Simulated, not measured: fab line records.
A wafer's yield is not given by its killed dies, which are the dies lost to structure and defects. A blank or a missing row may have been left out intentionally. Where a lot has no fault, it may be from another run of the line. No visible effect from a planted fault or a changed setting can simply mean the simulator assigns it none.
Struck lot and sound lot, side by side | flow sky130 | 15 out of 708 route steps
Sound: the wafers L494.4, L494.5, L494.6. Wafers struck: L500.3, L500.5, L500.6. At the end, the cause is stated.
At each step with rows: each side's tool, then ch and its chambers, then its first start. Under that, the readings that differ: sound wafers | struck wafers | difference of the means | sigmas: that difference in standard deviations of wafers without a fault.
alike: same words and numbers on both sides, and readings whose means sit less than 2 such deviations apart. not compared: any withheld reading, any reading some wafer has no value for, any bound like >300 that may hide the same value, and any number with overlapping values for which the record gives no deviation.
The two part at a step that has a row with sigmas, a row that says differs or no value, or rows on one side only. Numbers that have no deviation but don't overlap get no sigmas and don't part them. A reading missing from all wafers of one side parts the sides only when that side holds two or more wafers.

first, 6 steps without rows for these wafers: SKY_PASSIVATION_HMDS_05 (prime time 60 s); SKY_PASSIVATION_COAT_06 (resist thk 3000 nm); SKY_PASSIVATION_SOFTBAKE_07; SKY_PASSIVATION_EXPOSE_08 (exposes mask NSM, target cd 3000 nm); SKY_PASSIVATION_PEB_09; SKY_PASSIVATION_DEVELOP_10 (develop time 60 s).
SKY_PASSIVATION_ETCH_11: etches the open film in CF4/O2, stops on AlCu, target depth 725 nm, time 161.1 s.
  sound on rie diel-03 ch 0,2,3, day 47 12:01; struck on rie diel-01 ch 2,3, day 48 17:56
  alike: drypump motor current A, oes product au, rf fwd power W, throttle valve pct
  not compared: rf hours counter h
SKY_PASSIVATION_STRIP_12: strips in O2/N2.
  sound on plasma asher-04 ch 0,1, day 47 12:10; struck on plasma asher-02 ch 0,1, day 48 18:04
  alike: drypump motor current A, oes product au, strip time to endpoint s
  not compared: rf hours counter h
then, 4 steps without rows for these wafers: SKY_PAD_OPEN_DEHYDRATE_00 (time 60 s); SKY_PAD_OPEN_HMDS_01 (prime time 60 s); SKY_PAD_OPEN_COAT_02 (resist thk 3000 nm); SKY_PAD_OPEN_SOFTBAKE_03.
SKY_PAD_OPEN_EXPOSE_04: exposes mask PDM, target cd 60000 nm.
  sound on iline stepper-01 ch 0, day 47 22:27; struck on iline stepper-02 ch 0, day 49 03:32
  reading                          | sound                | struck                        | difference | sigmas
  model.PAD_OPEN.overlay x nm (nm) | -3.017 -3.017 -3.017 | 1.575e+04 1.575e+04 1.575e+04 | +1.575e+04 |
  alike: mask, focus offset nm
following that, these wafers have no rows for 1 step: SKY_PAD_OPEN_PEB_05.
SKY_PAD_OPEN_PROBE_99:
  record: rows for the struck wafers here (prober-02, day 49 15:07), none for the sound ones

== WHERE THEY PART ==
Only at SKY_PAD_OPEN_PROBE_99, as far as this record shows.

WHY: what had been put in by the simulator
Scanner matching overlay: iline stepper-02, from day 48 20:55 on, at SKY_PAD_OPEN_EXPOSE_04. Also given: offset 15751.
